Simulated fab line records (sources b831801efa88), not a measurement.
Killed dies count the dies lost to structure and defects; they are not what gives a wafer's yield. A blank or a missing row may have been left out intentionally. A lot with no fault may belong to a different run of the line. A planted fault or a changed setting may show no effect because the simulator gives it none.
Which tool did it?	flow sky130	45 wafers from 15 lots sampled at 3 of the route's 708 steps

== WHAT THE GAUGES SHOWED, per wafer ==
SKY_METAL3_OVL_MEAS_14. Usual: METAL3_OVL typically reads 0 nm, with standard deviation 5.7.
lot	measured	on	METAL3_OVL (nm)	flag
L668	day 38 03:14	overlay-01	3 0 -3	
L667	day 38 06:35	overlay-01	1 1 -6	
L670	day 39 14:01	overlay-02	-3 0 -12	
L671	day 39 22:29	overlay-02	3 6 2	
L673	day 40 07:44	overlay-01	-4 -13 -4	
L672	day 40 08:23	overlay-02	-8 -14 -7	
L675	day 40 17:56	overlay-02	5 -1 -2	
L676	day 41 05:58	overlay-01	0 6 -2	
L680	day 42 08:48	overlay-01	6 8 7	
L681	day 42 13:44	overlay-01	-2 -2 7	
L682	day 42 15:59	overlay-01	0 3 -5	
L688	day 44 19:29	overlay-01	-4 -5 -6	
L689	day 44 20:26	overlay-01	-2 -5 -3	
L687	day 44 22:52	overlay-01	-4 0 0	
L690	day 45 02:20	overlay-01	1 12 8	

SKY_VIA3_BOW_MEAS_03. Usual: VIA3_BOW typically reads 79 um, with standard deviation 7.8.
lot	measured	on	VIA3_BOW (um)	flag
L668	day 38 04:47	film-metro-01	93 96 83	
L667	day 38 08:09	film-metro-01	77 81 80	
L670	day 39 15:30	film-metro-01	78 81 83	
L671	day 39 23:58	film-metro-03	83 81 79	
L673	day 40 09:16	film-metro-01	83 83 78	
L672	day 40 09:55	film-metro-03	75 92 75	
L675	day 40 19:58	film-metro-01	85 80 84	
L676	day 41 07:28	film-metro-02	76 68 79	
L680	day 42 10:31	film-metro-03	86 80 76	
L681	day 42 15:13	film-metro-01	78 77 82	
L682	day 42 17:29	film-metro-02	71 74 77	
L688	day 44 21:07	film-metro-01	81 72 64	
L689	day 44 22:00	film-metro-03	72 73 79	
L687	day 45 00:22	film-metro-02	85 77 82	
L690	day 45 04:16	film-metro-03	86 89 91	

SKY_CAP2M_THK_MEAS_01. Usual: CAP2M_CVD_00_THK typically reads 15.52 nm, with standard deviation 0.27.
lot	measured	on	CAP2M_CVD_00_THK (nm)	flag
L668	day 39 07:22	film-metro-04	15.61 15.88 15.62	
L667	day 39 10:49	film-metro-04	15.74 15.54 15.75	
L670	day 40 17:17	film-metro-02	15.13 15.47 15.46	
L671	day 41 02:40	film-metro-01	15.56 15.76 16.06	
L673	day 41 11:23	film-metro-01	15.38 15.73 15.58	
L672	day 41 11:46	film-metro-04	15.11 15.57 15.43	
L675	day 41 21:50	film-metro-02	14.95 15.16 15.51	
L676	day 42 08:47	film-metro-01	15.36 15.42 15.46	
L680	day 43 11:37	film-metro-04	15.64 15.48 16.18	
L681	day 43 16:49	film-metro-04	15.24 15.72 15.33	
L682	day 43 17:43	film-metro-02	15.21 15.75 15.32	
L688	day 45 20:04	film-metro-04	15.13 15.66 15.48	
L689	day 45 20:44	film-metro-04	15.17 15.46 15.51	
L687	day 45 22:42	film-metro-01	14.94 15.76 15.79	
L690	day 46 02:30	film-metro-04	15.32 15.52 15.86	

== EACH LOT AND THE TOOL THAT RAN IT (in order: tool; ch and the chambers of the sampled wafers; start) ==
No process step before these readings appears in the record.

== AS READ BY THE TOOLS THEMSELVES (means over the sampled wafers that have a number; for cases with no such wafer, the mark the record gives instead) ==
The record holds no such reading with a usual standard deviation.

== THE ANSWER, worked out from the rows above alone ==
Rule: a lot is off if the mean of its wafers that have a number lies more than 3 standard deviations from the usual mean. A lot without any number at a reading at which 4 lots or more have one is off too. Where the step has rows for the other lots, those lots are counted as sound. The gauges are gone through in route order, then the tools' own readings, and for those a lot's mean is taken as printed above. The first step at which some lot is off is used, and at that step the reading that is off furthest; a lot without a number counts as furthest.
No lot is off on any of the readings shown, so nothing can be concluded from this.

== WHAT THE SIMULATOR HAD PUT IN ==
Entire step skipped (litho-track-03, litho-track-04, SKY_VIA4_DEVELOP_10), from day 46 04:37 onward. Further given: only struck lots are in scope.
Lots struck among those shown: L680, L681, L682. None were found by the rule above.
